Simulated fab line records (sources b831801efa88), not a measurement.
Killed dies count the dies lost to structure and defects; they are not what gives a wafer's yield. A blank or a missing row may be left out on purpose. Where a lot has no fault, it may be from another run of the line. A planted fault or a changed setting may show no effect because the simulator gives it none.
fab line records    flow gf180mcu
[record] lots = 24  wafers = 72  lastDay = 34
route steps=602 shown CONTACT@302 V3@445 M4@459 V4@500 V5@555
lots that met no fault: from a run of the same line without faults
startH: hours from the record's opening day to when the first of the lot's shown wafers began    waitH: hours from the lot's prior step to this one    " unchanged from the row above    L1.1+2: one row covering several wafers at once    - value missing, or start not given    * or withheld: withheld    < > ~ a bound
route shown NAME@n: a module of which the file shows steps, and the number in the route of the first    usual: the fault-free wafers' mean and standard deviation    same: alike in all rows    chamber/n: place in a boat    sites: per-site readings    _std_site: standard deviation across them    _edge_site: outer sites' mean less inner sites'    radiusMm: how far each site lies from the wafer's centre    mask NAME#n: copy n    behind: the last tool/chamber to shape the wafer    hold: why the lot was held/for how many hours/how that ended    device: whichever transistor did not switch (one of n, p or np)    end of line: at the end of the route, the tests of the same wafers    for a step that has no rows: nothing shown but its recipe    killed: not the wafer's yield, but the dies lost to structure and defects at the first sort    map: a wafer's dies, marking killed ones x, the rest . and places with no die _
set.NAME: the setting the step ran with; set.NAME@STEP: the setting that earlier step ran with    model.NAME: the simulator's own value behind a step, which no gauge read
steps of the route over a sample of lots; a table a step, a row a wafer
services: when a tool's chamber went out of use (startH, in hours from the record's first day, below 0 if earlier), for how many hours, and the reason
[[steps]]
[step GF_CONTACT_OVL_MEAS_15]
[usual] CONTACT_OVL = 0/5.1
lot.wafer  tool        chamber  startH  waitH  CONTACT_OVL[nm]
L074.1     overlay-01  -        370.35  0.1    9
L074.5     "           -        "       "      2
L074.6     "           -        "       "      8
L075.1     overlay-01  -        371.10  0.1    5
L075.5     "           -        "       "      0
L075.6     "           -        "       "      5
L076.4     overlay-02  -        386.15  0.1    6
L076.5     "           -        "       "      16
L076.6     "           -        "       "      7
L077.2     overlay-02  -        396.13  0.1    0
L077.3     "           -        "       "      1
L077.6     "           -        "       "      -4
L078.3     overlay-02  -        402.71  0.1    5
L078.5     "           -        "       "      4
L078.6     "           -        "       "      7
L079.1     overlay-02  -        403.80  0.1    5
L079.3     "           -        "       "      4
L079.4     "           -        "       "      -2
L080.1     overlay-01  -        413.93  0.1    -6
L080.3     "           -        "       "      -4
L080.4     "           -        "       "      0
L081.1     overlay-02  -        426.40  0.1    -1
L081.3     "           -        "       "      5
L081.6     "           -        "       "      3
L082.2     overlay-02  -        434.68  0.1    -12
L082.4     "           -        "       "      -4
L082.6     "           -        "       "      -7
L083.2     overlay-02  -        441.56  0.1    2
L083.3     "           -        "       "      -2
L083.4     "           -        "       "      2
L084.1     overlay-01  -        448.40  0.1    -1
L084.3     "           -        "       "      -2
L084.4     "           -        "       "      2
L085.1     overlay-02  -        463.20  0.1    -5
L085.4     "           -        "       "      -7
L085.5     "           -        "       "      -5
L086.1     overlay-02  -        467.88  0.1    0
L086.3     "           -        "       "      3
L086.6     "           -        "       "      1
L087.1     overlay-02  -        482.80  0.1    -8
L087.3     "           -        "       "      4
L087.4     "           -        "       "      -1
L088.1     overlay-01  -        490.25  0.1    5
L088.5     "           -        "       "      2
L088.6     "           -        "       "      4
L089.3     overlay-02  -        492.24  0.1    -3
L089.4     "           -        "       "      1
L089.5     "           -        "       "      2
L090.1     overlay-02  -        503.63  0.1    2
L090.2     "           -        "       "      4
L090.3     "           -        "       "      5
L091.1     overlay-02  -        513.00  0.1    0
L091.5     "           -        "       "      -6
L091.6     "           -        "       "      -3
L092.1     overlay-01  -        523.05  0.1    -7
L092.3     "           -        "       "      -13
L092.5     "           -        "       "      -7
L093.3     overlay-02  -        525.31  0.1    4
L093.4     "           -        "       "      -5
L093.6     "           -        "       "      -5
L094.1     overlay-02  -        534.13  0.1    0
L094.4     "           -        "       "      -1
L094.6     "           -        "       "      -1
L095.1     overlay-02  -        545.50  0.1    1
L095.4     "           -        "       "      2
L095.5     "           -        "       "      4
L096.1     overlay-01  -        548.43  0.1    4
L096.2     "           -        "       "      1
L096.3     "           -        "       "      3
L097.3     overlay-01  -        556.01  0.1    3
L097.4     "           -        "       "      -10
L097.5     "           -        "       "      0
[step GF_V3_ETCH_16]
[recipe] chemistry = N2/H2  targetDepthA = withheld  overetchA = withheld  timeS = withheld  target = BARC  ionEnergyEv = 200  sourceW = 500  biasW = 100  pressureMtorr = 30  n2FlowSccm = 100  h2FlowSccm = 200
[usual] chamberPressureMTorr = 30.004/0.026  drypumpMotorCurrentA = 5.70/0.23  oesProductAu = 0.854/0.0049  throttleValvePct = 13.225/0.008
lot.wafer  tool        chamber  startH  waitH  chamberPressureMTorr  drypumpMotorCurrentA  oesProductAu  throttleValvePct
L074.1     rieDiel-04  2        522.50  0.0    29.983                5.68                  0.855         13.233
L074.5     "           3        "       "      29.978                5.69                  0.857         13.233
L074.6     "           0        "       "      30.006                5.66                  0.856         13.233
L075.1     rieDiel-02  0        523.45  0.0    29.982                5.52                  0.856         13.224
L075.5     "           2        "       "      29.991                6.01                  0.852         13.230
L075.6     "           3        "       "      29.994                5.58                  0.859         13.217
L076.4     rieDiel-04  3        536.66  0.0    30.010                5.72                  0.849         13.222
L076.5     "           2        "       "      30.029                5.70                  0.848         13.232
L076.6     "           0        "       "      29.976                5.68                  0.852         13.219
L077.2     rieDiel-02  2        547.68  0.0    30.003                6.02                  0.856         13.227
L077.3     "           0        "       "      29.991                5.51                  0.862         13.227
L077.6     "           2        "       "      29.988                6.01                  0.856         13.245
L078.3     rieDiel-01  0        552.13  0.0    29.970                5.78                  0.849         13.224
L078.5     "           0        "       "      29.998                5.78                  0.859         13.222
L078.6     "           3        "       "      29.976                5.72                  0.852         13.230
L079.1     rieDiel-02  3        553.65  0.0    29.989                5.56                  0.849         13.236
L079.3     "           2        "       "      30.003                5.99                  0.855         13.218
L079.4     "           2        "       "      30.015                6.00                  0.854         13.226
L080.1     rieDiel-04  0        567.48  0.0    30.006                5.65                  0.856         13.230
L080.3     "           1        "       "      30.038                5.05                  0.863         13.234
L080.4     "           2        "       "      29.992                5.63                  0.850         13.228
L081.1     rieDiel-04  3        574.04  0.0    29.998                5.70                  0.859         13.229
L081.3     "           2        "       "      30.008                5.65                  0.856         13.223
L081.6     "           2        "       "      30.015                5.63                  0.860         13.219
L082.2     rieDiel-02  0        581.39  0.0    29.951                5.51                  0.851         13.230
L082.4     "           1        "       "      29.977                5.50                  0.848         13.229
L082.6     "           2        "       "      30.020                5.95                  0.850         13.218
L083.2     rieDiel-02  2        588.25  0.0    30.012                6.01                  0.864         13.239
L083.3     "           0        "       "      29.968                5.49                  0.857         13.235
L083.4     "           3        "       "      30.034                5.57                  0.856         13.215
L084.1     rieDiel-01  3        595.94  0.0    30.000                5.73                  0.849         13.221
L084.3     "           1        "       "      29.949                6.10                  0.852         13.238
L084.4     "           0        "       "      30.029                5.76                  0.857         13.209
L085.1     rieDiel-02  2        606.83  0.0    30.012                6.00                  0.851         13.229
L085.4     "           0        "       "      30.029                5.55                  0.857         13.227
L085.5     "           1        "       "      30.017                5.52                  0.854         13.225
L086.1     rieDiel-02  1        611.25  0.0    30.024                5.51                  0.848         13.217
L086.3     "           3        "       "      29.985                5.55                  0.850         13.208
L086.6     "           3        "       "      30.029                5.56                  0.853         13.226
L087.1     rieDiel-01  0        624.99  0.0    30.013                5.76                  0.853         13.222
L087.3     "           3        "       "      29.961                5.72                  0.851         13.224
L087.4     "           1        "       "      29.986                6.02                  0.849         13.227
L088.1     rieDiel-01  1        629.20  0.0    30.014                6.10                  0.844         13.207
L088.5     "           0        "       "      29.996                5.76                  0.854         13.232
L088.6     "           3        "       "      30.002                5.71                  0.849         13.238
L089.3     rieDiel-04  3        632.45  0.0    30.012                5.72                  0.858         13.238
L089.4     "           2        "       "      29.975                5.66                  0.853         13.233
L089.5     "           0        "       "      30.000                5.64                  0.859         13.212
L090.1     rieDiel-01  3        642.58  0.0    30.036                5.71                  0.858         13.215
L090.2     "           2        "       "      30.044                6.05                  0.861         13.205
L090.3     "           1        "       "      29.993                6.05                  0.848         13.217
L091.1     rieDiel-02  2        649.65  0.0    29.992                5.97                  0.855         13.225
L091.5     "           0        "       "      29.961                5.51                  0.854         13.233
L091.6     "           1        "       "      29.929                5.51                  0.860         13.221
L092.1     rieDiel-02  3        659.85  0.0    29.994                5.59                  0.858         13.234
L092.3     "           0        "       "      29.968                5.50                  0.855         13.217
L092.5     "           1        "       "      29.959                5.50                  0.862         13.218
L093.3     rieDiel-02  0        661.59  0.0    30.017                5.50                  0.849         13.220
L093.4     "           1        "       "      29.967                5.52                  0.853         13.217
L093.6     "           0        "       "      30.026                5.48                  0.855         13.206
L094.1     rieDiel-02  0        669.04  0.0    30.003                5.49                  0.846         13.215
L094.4     "           3        "       "      30.006                5.58                  0.848         13.226
L094.6     "           3        "       "      30.037                5.58                  0.858         13.215
L095.1     rieDiel-02  1        679.99  0.0    29.975                5.51                  0.856         13.231
L095.4     "           2        "       "      30.046                5.99                  0.851         13.223
L095.5     "           0        "       "      30.012                5.51                  0.853         13.214
L096.1     rieDiel-01  3        681.69  0.0    30.026                5.73                  0.841         13.224
L096.2     "           1        "       "      29.938                6.04                  0.858         13.224
L096.3     "           0        "       "      30.045                5.75                  0.854         13.219
L097.3     rieDiel-01  3        688.09  0.0    29.995                5.72                  0.855         13.225
L097.4     "           2        "       "      30.013                6.02                  0.850         13.226
L097.5     "           3        "       "      30.051                5.73                  0.864         13.229
[step GF_M4_SPUTTER_03]
[recipe] material = Ti  targetThkNm = 10  substrateTempC = 300  chamberPressurePa = 0.3  powerW = 3000  timeS = 6.7
[usual] throttleValvePct = 30.2/0.78
lot.wafer  tool           chamber  startH  waitH  throttleValvePct
L074.1     pvdSputter-02  -        524.01  0.0    30.8
L074.5     "              -        "       "      31.4
L074.6     "              -        "       "      30.6
L075.1     pvdSputter-02  -        524.96  0.0    31.1
L075.5     "              -        "       "      30.4
L075.6     "              -        "       "      30.8
L076.4     pvdSputter-01  -        538.17  0.0    29.9
L076.5     "              -        "       "      29.8
L076.6     "              -        "       "      29.0
L077.2     pvdSputter-02  -        549.26  0.0    30.9
L077.3     "              -        "       "      31.1
L077.6     "              -        "       "      30.7
L078.3     pvdSputter-01  -        553.68  0.0    29.1
L078.5     "              -        "       "      30.7
L078.6     "              -        "       "      29.1
L079.1     pvdSputter-01  -        555.16  0.0    30.1
L079.3     "              -        "       "      31.3
L079.4     "              -        "       "      29.8
L080.1     pvdSputter-02  -        569.00  0.0    30.4
L080.3     "              -        "       "      30.7
L080.4     "              -        "       "      31.5
L081.1     pvdSputter-02  -        575.56  0.0    31.0
L081.3     "              -        "       "      30.8
L081.6     "              -        "       "      30.6
L082.2     pvdSputter-01  -        582.91  0.0    29.8
L082.4     "              -        "       "      30.3
L082.6     "              -        "       "      29.6
L083.2     pvdSputter-01  -        589.77  0.0    29.4
L083.3     "              -        "       "      31.5
L083.4     "              -        "       "      30.5
L084.1     pvdSputter-04  -        597.45  0.0    28.9
L084.3     "              -        "       "      30.3
L084.4     "              -        "       "      30.4
L085.1     pvdSputter-01  -        608.35  0.0    30.3
L085.4     "              -        "       "      29.8
L085.5     "              -        "       "      29.2
L086.1     pvdSputter-01  -        612.76  0.0    30.2
L086.3     "              -        "       "      31.5
L086.6     "              -        "       "      30.5
L087.1     pvdSputter-01  -        626.51  0.0    29.2
L087.3     "              -        "       "      29.8
L087.4     "              -        "       "      30.3
L088.1     pvdSputter-04  -        630.71  0.0    30.5
L088.5     "              -        "       "      30.0
L088.6     "              -        "       "      30.6
L089.3     pvdSputter-04  -        633.96  0.0    30.6
L089.4     "              -        "       "      29.7
L089.5     "              -        "       "      29.8
L090.1     pvdSputter-04  -        644.10  0.0    30.2
L090.2     "              -        "       "      30.1
L090.3     "              -        "       "      30.9
L091.1     pvdSputter-01  -        651.20  0.0    30.4
L091.5     "              -        "       "      29.2
L091.6     "              -        "       "      30.0
L092.1     pvdSputter-01  -        661.36  0.0    30.2
L092.3     "              -        "       "      31.5
L092.5     "              -        "       "      30.0
L093.3     pvdSputter-04  -        663.11  0.0    30.9
L093.4     "              -        "       "      30.8
L093.6     "              -        "       "      28.9
L094.1     pvdSputter-01  -        670.88  0.0    30.0
L094.4     "              -        "       "      31.2
L094.6     "              -        "       "      30.3
L095.1     pvdSputter-01  -        681.52  0.0    29.0
L095.4     "              -        "       "      31.5
L095.5     "              -        "       "      31.3
L096.1     pvdSputter-04  -        683.25  0.0    30.7
L096.2     "              -        "       "      30.0
L096.3     "              -        "       "      28.9
L097.3     pvdSputter-01  -        689.62  0.0    30.2
L097.4     "              -        "       "      29.6
L097.5     "              -        "       "      31.3
[step GF_M4_CD_MEAS_14]
[recipe] targetCdNm = 280
[usual] cdNm = 279.9/1.2
lot.wafer  tool      chamber  startH  waitH  cdNm
L074.1     cdSem-02  -        546.64  0.1    280.7
L074.5     "         -        "       "      282.3
L074.6     "         -        "       "      280.9
L075.1     cdSem-02  -        547.34  0.1    280.6
L075.5     "         -        "       "      280.9
L075.6     "         -        "       "      279.7
L076.4     cdSem-01  -        560.37  0.1    279.4
L076.5     "         -        "       "      279.1
L076.6     "         -        "       "      280.6
L077.2     cdSem-01  -        571.13  0.1    278.5
L077.3     "         -        "       "      279.4
L077.6     "         -        "       "      279.7
L078.3     cdSem-02  -        575.38  0.1    279.3
L078.5     "         -        "       "      280.1
L078.6     "         -        "       "      280.2
L079.1     cdSem-01  -        576.81  0.1    278.5
L079.3     "         -        "       "      278.5
L079.4     "         -        "       "      277.9
L080.1     cdSem-02  -        590.86  0.1    279.3
L080.3     "         -        "       "      280.4
L080.4     "         -        "       "      279.3
L081.1     cdSem-01  -        596.84  0.1    280.1
L081.3     "         -        "       "      279.3
L081.6     "         -        "       "      278.9
L082.2     cdSem-02  -        603.71  0.1    280.2
L082.4     "         -        "       "      280.6
L082.6     "         -        "       "      279.2
L083.2     cdSem-02  -        610.39  0.1    279.4
L083.3     "         -        "       "      279.3
L083.4     "         -        "       "      279.2
L084.1     cdSem-02  -        618.56  0.1    280.8
L084.3     "         -        "       "      281.3
L084.4     "         -        "       "      281.1
L085.1     cdSem-02  -        628.69  0.1    279.3
L085.4     "         -        "       "      279.1
L085.5     "         -        "       "      279.8
L086.1     cdSem-01  -        633.57  0.1    282.4
L086.3     "         -        "       "      280.6
L086.6     "         -        "       "      280.2
L087.1     cdSem-01  -        646.55  0.1    281.0
L087.3     "         -        "       "      280.2
L087.4     "         -        "       "      281.0
L088.1     cdSem-02  -        650.70  0.1    279.5
L088.5     "         -        "       "      279.7
L088.6     "         -        "       "      279.1
L089.3     cdSem-01  -        653.78  0.1    279.0
L089.4     "         -        "       "      278.3
L089.5     "         -        "       "      281.1
L090.1     cdSem-02  -        663.90  0.1    279.4
L090.2     "         -        "       "      278.5
L090.3     "         -        "       "      278.7
L091.1     cdSem-01  -        670.90  0.1    280.4
L091.5     "         -        "       "      280.4
L091.6     "         -        "       "      279.9
L092.1     cdSem-01  -        681.19  0.1    281.5
L092.3     "         -        "       "      282.5
L092.5     "         -        "       "      282.0
L093.3     cdSem-02  -        682.59  0.1    276.8
L093.4     "         -        "       "      277.6
L093.6     "         -        "       "      277.9
L094.1     cdSem-02  -        690.07  0.1    282.4
L094.4     "         -        "       "      281.1
L094.6     "         -        "       "      280.1
L095.1     cdSem-01  -        700.04  0.1    278.4
L095.4     "         -        "       "      279.0
L095.5     "         -        "       "      277.4
L096.1     cdSem-01  -        702.00  0.1    278.8
L096.2     "         -        "       "      278.5
L096.3     "         -        "       "      279.5
L097.3     cdSem-01  -        708.33  0.1    280.0
L097.4     "         -        "       "      279.8
L097.5     "         -        "       "      279.3
[step GF_V4_RS_MEAS_24]
[recipe] thkMeasGauge = four-point-probe  reads = W_of_V4_CVD_23+TiN_of_V4_SPUTTER_22+Ti_of_V4_SPUTTER_21
[usual] V4_W_RS = 0.328/0.004
lot.wafer  tool          chamber  startH  waitH  V4_W_RS[ohm/sq]
L074.1     filmMetro-02  -        570.62  0.1    0.330
L074.5     "             -        "       "      0.332
L074.6     "             -        "       "      0.329
L075.1     filmMetro-03  -        572.04  0.1    0.329
L075.5     "             -        "       "      0.326
L075.6     "             -        "       "      0.327
L076.4     filmMetro-02  -        583.67  0.1    0.324
L076.5     "             -        "       "      0.326
L076.6     "             -        "       "      0.329
L077.2     filmMetro-02  -        594.66  0.1    0.327
L077.3     "             -        "       "      0.326
L077.6     "             -        "       "      0.327
L078.3     filmMetro-02  -        599.53  0.1    0.325
L078.5     "             -        "       "      0.324
L078.6     "             -        "       "      0.324
L079.1     filmMetro-03  -        600.31  0.1    0.328
L079.3     "             -        "       "      0.327
L079.4     "             -        "       "      0.331
L080.1     filmMetro-04  -        614.51  0.1    0.327
L080.3     "             -        "       "      0.318
L080.4     "             -        "       "      0.326
L081.1     filmMetro-03  -        619.91  0.1    0.334
L081.3     "             -        "       "      0.332
L081.6     "             -        "       "      0.336
L082.2     filmMetro-03  -        626.83  0.1    0.332
L082.4     "             -        "       "      0.331
L082.6     "             -        "       "      0.332
L083.2     filmMetro-02  -        633.51  0.1    0.327
L083.3     "             -        "       "      0.321
L083.4     "             -        "       "      0.330
L084.1     filmMetro-02  -        642.27  0.1    0.323
L084.3     "             -        "       "      0.321
L084.4     "             -        "       "      0.325
L085.1     filmMetro-03  -        651.95  0.1    0.325
L085.4     "             -        "       "      0.323
L085.5     "             -        "       "      0.327
L086.1     filmMetro-03  -        655.89  0.1    0.325
L086.3     "             -        "       "      0.327
L086.6     "             -        "       "      0.326
L087.1     filmMetro-04  -        669.14  0.1    0.329
L087.3     "             -        "       "      0.326
L087.4     "             -        "       "      0.331
L088.1     filmMetro-03  -        673.22  0.1    0.326
L088.5     "             -        "       "      0.327
L088.6     "             -        "       "      0.327
L089.3     filmMetro-04  -        676.01  0.1    0.322
L089.4     "             -        "       "      0.330
L089.5     "             -        "       "      0.331
L090.1     filmMetro-03  -        685.74  0.1    0.331
L090.2     "             -        "       "      0.325
L090.3     "             -        "       "      0.329
L091.1     filmMetro-03  -        691.99  0.1    0.335
L091.5     "             -        "       "      0.332
L091.6     "             -        "       "      0.334
L092.1     filmMetro-03  -        702.15  0.1    0.335
L092.3     "             -        "       "      0.337
L092.5     "             -        "       "      0.333
L093.3     filmMetro-02  -        704.38  0.1    0.332
L093.4     "             -        "       "      0.330
L093.6     "             -        "       "      0.331
L094.1     filmMetro-02  -        710.69  0.1    0.332
L094.4     "             -        "       "      0.330
L094.6     "             -        "       "      0.333
L095.1     filmMetro-03  -        720.00  0.1    0.329
L095.4     "             -        "       "      0.329
L095.5     "             -        "       "      0.331
L096.1     filmMetro-03  -        722.80  0.1    0.329
L096.2     "             -        "       "      0.329
L096.3     "             -        "       "      0.330
L097.3     filmMetro-04  -        729.00  0.1    0.321
L097.4     "             -        "       "      0.323
L097.5     "             -        "       "      0.320
[step GF_V5_OVL_MEAS_15]
[usual] V5_OVL = -2/4.4
lot.wafer  tool        chamber  startH  waitH  V5_OVL[nm]
L074.1     overlay-01  -        636.34  0.1    -3
L074.5     "           -        "       "      -3
L074.6     "           -        "       "      -6
L075.1     overlay-01  -        637.26  0.1    -2
L075.5     "           -        "       "      -4
L075.6     "           -        "       "      2
L076.4     overlay-01  -        647.94  0.1    -2
L076.5     "           -        "       "      0
L076.6     "           -        "       "      -2
L077.2     overlay-02  -        659.68  0.1    -8
L077.3     "           -        "       "      -10
L077.6     "           -        "       "      -4
L078.3     overlay-01  -        663.57  0.1    -5
L078.5     "           -        "       "      2
L078.6     "           -        "       "      -2
L079.1     overlay-01  -        664.37  0.1    2
L079.3     "           -        "       "      5
L079.4     "           -        "       "      5
L080.1     overlay-01  -        676.81  0.1    5
L080.3     "           -        "       "      1
L080.4     "           -        "       "      1
L081.1     overlay-02  -        683.56  0.1    0
L081.3     "           -        "       "      2
L081.6     "           -        "       "      -3
L082.2     overlay-02  -        690.13  0.1    1
L082.4     "           -        "       "      4
L082.6     "           -        "       "      4
L083.2     overlay-02  -        695.21  0.1    0
L083.3     "           -        "       "      1
L083.4     "           -        "       "      -2
L084.1     overlay-02  -        703.07  0.1    -9
L084.3     "           -        "       "      -8
L084.4     "           -        "       "      -9
L085.1     overlay-02  -        712.46  0.1    -4
L085.4     "           -        "       "      -3
L085.5     "           -        "       "      -6
L086.1     overlay-01  -        715.87  0.1    1
L086.3     "           -        "       "      3
L086.6     "           -        "       "      6
L087.1     overlay-02  -        728.74  0.1    7
L087.3     "           -        "       "      3
L087.4     "           -        "       "      -4
L088.1     overlay-02  -        731.31  0.1    -3
L088.5     "           -        "       "      -6
L088.6     "           -        "       "      -8
L089.3     overlay-02  -        733.17  0.1    -5
L089.4     "           -        "       "      -1
L089.5     "           -        "       "      1
L090.1     overlay-02  -        741.81  0.1    -8
L090.2     "           -        "       "      -6
L090.3     "           -        "       "      -10
L091.1     overlay-01  -        748.07  0.1    -1
L091.5     "           -        "       "      0
L091.6     "           -        "       "      -3
L092.1     overlay-02  -        757.44  0.1    -6
L092.3     "           -        "       "      -2
L092.5     "           -        "       "      1
L093.3     overlay-02  -        759.26  0.1    -1
L093.4     "           -        "       "      4
L093.6     "           -        "       "      2
L094.1     overlay-01  -        765.04  0.1    -4
L094.4     "           -        "       "      -6
L094.6     "           -        "       "      -8
L095.1     overlay-01  -        773.86  0.1    -2
L095.4     "           -        "       "      0
L095.5     "           -        "       "      -1
L096.1     overlay-02  -        775.82  0.1    -3
L096.2     "           -        "       "      -5
L096.3     "           -        "       "      -3
L097.3     overlay-01  -        781.07  0.1    -7
L097.4     "           -        "       "      -6
L097.5     "           -        "       "      -2
[[services]]
tool           chamber  startH  hours  kind
pvdSputter-02  -        499.35  2.1    repair
rieDiel-04     1        514.77  -      clean
rieDiel-04     1        514.77  25.7   scheduledDown
rieDiel-04     1        514.77  25.7   ventCycle
rieDiel-01     1        520.71  33.1   repair
pvdSputter-01  -        533.81  3.8    repair
pvdSputter-02  -        543.45  4.4    repair
rieDiel-02     3        546.75  2.1    repair
rieDiel-02     1        547.44  15.3   repair
pvdSputter-04  -        548.52  0.6    repair
rieDiel-04     0        568.01  1.7    repair
pvdSputter-04  -        583.50  3.4    repair
pvdSputter-02  3        590.44  -      consumableReplace:kit
pvdSputter-02  3        590.44  18.0   scheduledDown
pvdSputter-02  3        590.44  18.0   ventCycle
pvdSputter-04  -        614.11  9.4    repair
rieDiel-04     3        639.72  -      clean
pvdSputter-04  3        652.65  -      consumableReplace:kit
pvdSputter-04  3        652.65  18.0   scheduledDown
pvdSputter-04  3        652.65  18.0   ventCycle
rieDiel-04     -        669.45  2.8    pm
rieDiel-02     3        670.06  -      clean
rieDiel-02     3        670.06  21.8   scheduledDown
rieDiel-02     3        670.06  21.8   ventCycle
[[key]]
fault none
